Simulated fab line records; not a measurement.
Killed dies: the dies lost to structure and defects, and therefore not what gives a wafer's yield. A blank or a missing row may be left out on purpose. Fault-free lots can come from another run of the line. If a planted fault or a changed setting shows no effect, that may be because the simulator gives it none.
Which tool is to blame? / flow gf180mcu / 33 wafers from 11 lots sampled at 5 of the route's 602 steps

## WHAT EACH GAUGE READ, for each wafer
GF_V2_THK_MEAS_03.
lot=L240; measured=day 22 14:32; on=film_metro-03; V2_CVD_02_THK (nm)=834 864 854
lot=L241; measured=day 23 02:04; on=film_metro-04; V2_CVD_02_THK (nm)=856 841 851
lot=L244; measured=day 23 22:11; on=film_metro-04; V2_CVD_02_THK (nm)=836 837 849
lot=L246; measured=day 24 12:00; on=film_metro-02; V2_CVD_02_THK (nm)=855 870 856
lot=L248; measured=day 25 00:38; on=film_metro-04; V2_CVD_02_THK (nm)=834 863 845
lot=L250; measured=day 25 19:13; on=film_metro-04; V2_CVD_02_THK (nm)=825 840 1457
lot=L252; measured=day 26 05:11; on=film_metro-03; V2_CVD_02_THK (nm)=844 851 1463
lot=L253; measured=day 26 16:46; on=film_metro-04; V2_CVD_02_THK (nm)=836 844 847
lot=L256; measured=day 27 11:08; on=film_metro-04; V2_CVD_02_THK (nm)=848 830 848
lot=L258; measured=day 27 23:58; on=film_metro-03; V2_CVD_02_THK (nm)=831 834 861
lot=L260; measured=day 28 08:40; on=film_metro-02; V2_CVD_02_THK (nm)=852 834 872

## EACH LOT AND THE TOOL THAT RAN IT (in order: tool; ch and the chambers of the sampled wafers; start)
lot=L240; GF_M2_SPUTTER_00=pvd_sputter-03, day 21 12:25; GF_M2_METAL_ETCH_16=rie_metal-03 ch 0,1, day 22 13:40; GF_M2_STRIP_17=plasma_asher-02 ch 0,1, day 22 13:47; GF_V2_CVD_02=pecvd-01 ch 1,2, day 22 14:27
lot=L241; GF_M2_SPUTTER_00=pvd_sputter-04, day 22 00:13; GF_M2_METAL_ETCH_16=rie_metal-01 ch 0,1, day 23 01:13; GF_M2_STRIP_17=plasma_asher-04 ch 0,1, day 23 01:20; GF_V2_CVD_02=pecvd-03 ch 0,1,2, day 23 01:59
lot=L244; GF_M2_SPUTTER_00=pvd_sputter-04, day 22 20:25; GF_M2_METAL_ETCH_16=rie_metal-01 ch 1, day 23 21:13; GF_M2_STRIP_17=plasma_asher-01 ch 0,1, day 23 21:24; GF_V2_CVD_02=pecvd-01 ch 1,2, day 23 22:06
lot=L246; GF_M2_SPUTTER_00=pvd_sputter-01, day 23 10:28; GF_M2_METAL_ETCH_16=rie_metal-02 ch 0,1, day 24 11:07; GF_M2_STRIP_17=plasma_asher-01 ch 0,1, day 24 11:14; GF_V2_CVD_02=pecvd-01 ch 0,1, day 24 11:55
lot=L248; GF_M2_SPUTTER_00=pvd_sputter-01, day 23 23:49; GF_M2_METAL_ETCH_16=rie_metal-01 ch 1, day 24 23:44; GF_M2_STRIP_17=plasma_asher-02 ch 0,1, day 24 23:55; GF_V2_CVD_02=pecvd-02 ch 0,1,2, day 25 00:33
lot=L250; GF_M2_SPUTTER_00=pvd_sputter-04, day 24 19:31; GF_M2_METAL_ETCH_16=rie_metal-02 ch 0,1, day 25 18:22; GF_M2_STRIP_17=plasma_asher-02 ch 0,1, day 25 18:29; GF_V2_CVD_02=pecvd-01 ch 1,2, day 25 19:08
lot=L252; GF_M2_SPUTTER_00=pvd_sputter-03, day 25 06:07; GF_M2_METAL_ETCH_16=rie_metal-02 ch 0,1, day 26 04:16; GF_M2_STRIP_17=plasma_asher-01 ch 0,1, day 26 04:23; GF_V2_CVD_02=pecvd-01 ch 0,1, day 26 05:07
lot=L253; GF_M2_SPUTTER_00=pvd_sputter-01, day 25 17:26; GF_M2_METAL_ETCH_16=rie_metal-01 ch 0,1, day 26 15:55; GF_M2_STRIP_17=plasma_asher-04 ch 0,1, day 26 16:01; GF_V2_CVD_02=pecvd-02 ch 0,1,2, day 26 16:41
lot=L256; GF_M2_SPUTTER_00=pvd_sputter-04, day 26 11:46; GF_M2_METAL_ETCH_16=rie_metal-01 ch 1, day 27 10:16; GF_M2_STRIP_17=plasma_asher-04 ch 1, day 27 10:23; GF_V2_CVD_02=pecvd-03 ch 1,2, day 27 11:03
lot=L258; GF_M2_SPUTTER_00=pvd_sputter-04, day 27 01:01; GF_M2_METAL_ETCH_16=rie_metal-02 ch 0,1, day 27 23:04; GF_M2_STRIP_17=plasma_asher-01 ch 0,1, day 27 23:11; GF_V2_CVD_02=pecvd-03 ch 0,1,2, day 27 23:53
lot=L260; GF_M2_SPUTTER_00=pvd_sputter-03, day 27 09:49; GF_M2_METAL_ETCH_16=rie_metal-01 ch 0,1, day 28 07:48; GF_M2_STRIP_17=plasma_asher-01 ch 0,1, day 28 07:55; GF_V2_CVD_02=pecvd-02 ch 0,2, day 28 08:35
- GF_M2_SPUTTER_00: material Ti, target thk 37.5 nm, time 150 s.
- GF_M2_METAL_ETCH_16: etches the open film in Cl2/BCl3, stops on SiO2, target depth 627.5 nm, time 104.6 s.
- GF_M2_STRIP_17: strips in O2/N2.
- GF_V2_CVD_02: deposits SiO2 from TEOS, target thk 850 nm, time 94.851 s.

## THE ANSWER, worked out from the rows above alone
Rule: the lots themselves supply what counts as usual. Put in order of their means at a reading, lots are off if they are a third of the lots or fewer, leave a main group of 4 or more, and stand apart from it by a gap of 3 or more times the standard deviation of the main group's means; of several such gaps the widest counts. If all means in a main group match to the digits the tables above print for the reading, that group is not used. A lot without any number at a reading at which 4 lots or more have one is off too. Any other lot the step has rows for is counted as sound.
Off: at GF_V2_THK_MEAS_03 (V2_CVD_02_THK), L250, L252. For the main group the mean is 847 nm and the standard deviation 6.1.
A tool fits if, at a process step before that reading, it ran every lot that is off, and no sound lot after the first of them. The gauges at GF_V2_THK_MEAS_03 are tried like those tools. One candidate fits, namely pecvd-01 at GF_V2_CVD_02. A fault onset in the window from L246 (day 24 11:55, its last sound lot) to L250 (day 25 19:08, its first lot off) fits.

## WHAT THE SIMULATOR HAD INSERTED
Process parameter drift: pecvd-01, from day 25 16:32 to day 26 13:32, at GF_V2_CVD_02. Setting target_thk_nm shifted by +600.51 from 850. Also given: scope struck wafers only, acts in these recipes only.
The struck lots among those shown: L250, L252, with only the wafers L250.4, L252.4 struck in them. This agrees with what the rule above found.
